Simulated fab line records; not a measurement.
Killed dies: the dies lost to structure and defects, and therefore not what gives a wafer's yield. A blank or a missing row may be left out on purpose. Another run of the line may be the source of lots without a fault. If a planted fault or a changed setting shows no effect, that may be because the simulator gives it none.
The tool behind it: which one? + flow gf180mcu + 7 lots, 21 wafers sampled, at 1 step of a route of 602

## WHAT THE GAUGES READ, wafer by wafer
GF_STI_THK_MEAS_02.
| lot  | measured    | on            | STI_OXIDATION_THK (nm) |
|------|-------------|---------------|------------------------|
| L221 | day 1 21:31 | film-metro-04 | 9.82 9.78 9.94         |
| L223 | day 2 09:04 | film-metro-03 | 10.05 10.11 10.22      |
| L227 | day 3 03:31 | film-metro-03 | 9.90 9.64 9.94         |
| L233 | day 4 09:31 | film-metro-04 | 9.88 9.82 9.89         |
| L235 | day 4 19:31 | film-metro-02 | 10.31 10.25 10.36      |
| L238 | day 5 10:31 | film-metro-03 | 10.36 10.23 10.37      |
| L242 | day 6 07:07 | film-metro-02 | 10.37 10.23 10.32      |

## EACH LOT AND THE TOOL THAT RAN IT (in order: tool; ch and the chambers of the sampled wafers; start)
There is no process step in the record ahead of these readings.

## THE ANSWER, worked out from the rows above alone
Rule: usual is defined by the lots themselves. Put in order of their means at a reading, lots are off if they are a third of the lots or fewer, leave a main group of 4 or more, and stand apart from it by a gap of 3 or more times the standard deviation of the main group's means; of several such gaps the widest counts. If all means in a main group match to the digits the tables above print for the reading, that group is not used. A lot without any number at a reading at which 4 lots or more have one is off too. All remaining lots with rows at the step are treated as sound.
No lot is off on any of the readings shown, so nothing can be concluded from this.

## WHAT THE SIMULATOR HAD PUT IN
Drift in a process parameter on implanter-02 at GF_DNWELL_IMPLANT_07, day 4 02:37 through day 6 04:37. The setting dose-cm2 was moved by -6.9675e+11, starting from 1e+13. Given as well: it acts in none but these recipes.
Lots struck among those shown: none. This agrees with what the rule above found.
